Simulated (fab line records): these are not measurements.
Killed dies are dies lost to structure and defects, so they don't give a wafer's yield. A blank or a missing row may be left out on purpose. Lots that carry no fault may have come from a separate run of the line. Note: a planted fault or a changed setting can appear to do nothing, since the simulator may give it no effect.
Which of the tools did it?    flow sky130    12 lots, 36 wafers sampled, at 5 steps of a route of 708

WHAT THE GAUGES SHOWED, per wafer
SKY_VIA3_OVL_MEAS_13. Usual: for VIA3_OVL the level is -3 nm and the standard deviation is 6.1.
lot   measured      on          VIA3_OVL (nm)  flag
L788  day 40 15:05  overlay-01  -6 -3 -14      
L789  day 40 21:56  overlay-01  10 0 -4        
L794  day 42 06:59  overlay-02  5 5 5          
L797  day 43 05:59  overlay-01  -3 -1 -8       
L798  day 43 11:32  overlay-02  1 -1 3         
L799  day 43 22:47  overlay-02  -10 -5 -7      
L800  day 44 00:37  overlay-02  -6 -8 -9       
L801  day 44 10:26  overlay-02  -5 -9 -4       
L802  day 44 12:20  overlay-01  -7 -1 -12      
L804  day 44 22:49  overlay-01  -4 0 -7        
L810  day 46 13:53  overlay-01  5 -4 -12       
L811  day 46 21:15  overlay-01  5 6 0          

SKY_CAP2M_OVL_MEAS_12. Usual: for CAP2M_OVL the level is 0.6 nm and the standard deviation is 1.3.
lot   measured      on          CAP2M_OVL (nm)     flag
L788  day 41 18:31  overlay-02  3.2 2.0 2.2        
L789  day 42 01:06  overlay-02  -2.7 -3.3 -0.6     
L794  day 43 08:10  overlay-01  -0.8 0.1 -0.7      
L797  day 44 06:20  overlay-02  -1.1 -0.5 -1.1     
L798  day 44 12:23  overlay-02  -0.4 -0.9 -0.2     
L799  day 44 22:56  overlay-02  1.6 0.8 -2.1       
L800  day 45 01:46  overlay-02  -1.0 0.8 1.3       
L801  day 45 10:24  overlay-01  1.0 1.1 1.7        
L802  day 45 11:55  overlay-01  2.6 0.4 0.7        
L804  day 45 22:17  overlay-01  1.6 2.8 2.3        
L810  day 47 12:41  overlay-01  140.5 140.8 140.9  OFF
L811  day 47 19:17  overlay-02  141.9 142.7 143.4  OFF

EACH LOT AND THE TOOL THAT RAN IT (in order: tool; ch and the chambers of the sampled wafers; start)
lot   SKY_CAP2M_CVD_00                 SKY_CAP2M_SPUTTER_02          SKY_CAP2M_EXPOSE_09
L788  pecvd-03 ch 0,1, day 40 17:13    pvd-sputter-03, day 40 17:18  iline-stepper-01 ch 0, day 41 05:56
L789  pecvd-02 ch 0,2, day 40 23:34    pvd-sputter-04, day 40 23:39  iline-stepper-02 ch 0, day 41 12:58
L794  pecvd-02 ch 0,1,2, day 42 08:42  pvd-sputter-04, day 42 08:46  iline-stepper-01 ch 0, day 42 21:35
L797  pecvd-04 ch 0,1, day 43 07:32    pvd-sputter-04, day 43 07:37  iline-stepper-01 ch 0, day 43 19:33
L798  pecvd-04 ch 0,1,2, day 43 13:07  pvd-sputter-04, day 43 13:12  iline-stepper-02 ch 0, day 44 01:35
L799  pecvd-02 ch 0,2, day 44 00:22    pvd-sputter-02, day 44 00:28  iline-stepper-01 ch 0, day 44 11:20
L800  pecvd-02 ch 0,2, day 44 02:12    pvd-sputter-02, day 44 02:18  iline-stepper-02 ch 0, day 44 13:34
L801  pecvd-04 ch 0,1,2, day 44 11:59  pvd-sputter-03, day 44 12:04  iline-stepper-02 ch 0, day 45 00:22
L802  pecvd-03 ch 0,1,2, day 44 13:53  pvd-sputter-02, day 44 13:58  iline-stepper-02 ch 0, day 45 02:08
L804  pecvd-03 ch 0,2, day 45 00:30    pvd-sputter-02, day 45 00:35  iline-stepper-01 ch 0, day 45 11:20
L810  pecvd-02 ch 1,2, day 46 15:26    pvd-sputter-03, day 46 15:31  iline-stepper-01 ch 0, day 47 02:43
L811  pecvd-04 ch 1,2, day 46 22:49    pvd-sputter-02, day 46 22:54  iline-stepper-01 ch 0, day 47 08:59
- SKY_CAP2M_CVD_00: deposits SiO2, target thk 15.5 nm.
- SKY_CAP2M_SPUTTER_02: material TiN, target thk 200 nm, time 166.7 s.
- SKY_CAP2M_EXPOSE_09: exposes mask CAP2M, target cd 1000 nm.

WHAT THE TOOLS THEMSELVES READ (means of the sampled wafers that have a number; where no wafer has one, the mark that the record gives instead)
SKY_CAP2M_CVD_00. Usual: heater-power-w 749 W, standard deviation 100.
lot   tool      heater-power-w (W)  flag
L788  pecvd-03  722                 
L789  pecvd-02  778                 
L794  pecvd-02  806                 
L797  pecvd-04  659                 
L798  pecvd-04  631                 
L799  pecvd-02  783                 
L800  pecvd-02  787                 
L801  pecvd-04  677                 
L802  pecvd-03  711                 
L804  pecvd-03  906                 
L810  pecvd-02  766                 
L811  pecvd-04  680                 

SKY_CAP2M_SPUTTER_02. Usual: substrate-temp-c 300.00 C, standard deviation 0.21; throttle-valve-pct 30.1 %, standard deviation 1.4.
lot   tool            substrate-temp-c (C)  throttle-valve-pct (%)  flag
L788  pvd-sputter-03  299.81                29.9                    
L789  pvd-sputter-04  299.91                30.7                    
L794  pvd-sputter-04  300.00                30.4                    
L797  pvd-sputter-04  300.09                30.6                    
L798  pvd-sputter-04  300.03                30.5                    
L799  pvd-sputter-02  300.08                30.9                    
L800  pvd-sputter-02  300.12                31.6                    
L801  pvd-sputter-03  299.85                28.6                    
L802  pvd-sputter-02  300.02                30.9                    
L804  pvd-sputter-02  299.68                30.9                    
L810  pvd-sputter-03  300.06                28.3                    
L811  pvd-sputter-02  299.78                30.1                    

SKY_CAP2M_EXPOSE_09. Usual: stage-vel-mm-s 499.99 mm/s, standard deviation 0.25.
lot   tool              stage-vel-mm-s (mm/s)  flag
L788  iline-stepper-01  500.05                 
L789  iline-stepper-02  499.71                 
L794  iline-stepper-01  499.99                 
L797  iline-stepper-01  500.25                 
L798  iline-stepper-02  499.98                 
L799  iline-stepper-01  499.95                 
L800  iline-stepper-02  499.88                 
L801  iline-stepper-02  500.02                 
L802  iline-stepper-02  499.92                 
L804  iline-stepper-01  499.56                 
L810  iline-stepper-01  499.81                 
L811  iline-stepper-01  499.96                 

THE ANSWER, worked out from the rows above alone
Rule: lot off if the mean of its wafers having a number is beyond 3 standard deviations from the usual mean. A lot without any number at a reading at which 4 lots or more have one is off too. Where the step has rows for the other lots, those lots are counted as sound. Order of review: gauges by route order, followed by the tools' own readings, for which a lot's mean as printed above is used. At the first step where some lot is off, the reading lying furthest off is the one used; lots without a number count as furthest.
Off: at SKY_CAP2M_OVL_MEAS_12 (CAP2M_OVL), L810, L811.
If a tool, at a process step before that reading, ran all the lots that are off and no sound lot after the first of them, it fits. Gauges at SKY_CAP2M_OVL_MEAS_12: tried the same way as those tools. One fits: iline-stepper-01 at SKY_CAP2M_EXPOSE_09. A fault onset in the window from L804 (day 45 11:20, its last sound lot) to L810 (day 47 02:43, its first lot off) fits.

WHAT THE SIMULATOR PUT IN
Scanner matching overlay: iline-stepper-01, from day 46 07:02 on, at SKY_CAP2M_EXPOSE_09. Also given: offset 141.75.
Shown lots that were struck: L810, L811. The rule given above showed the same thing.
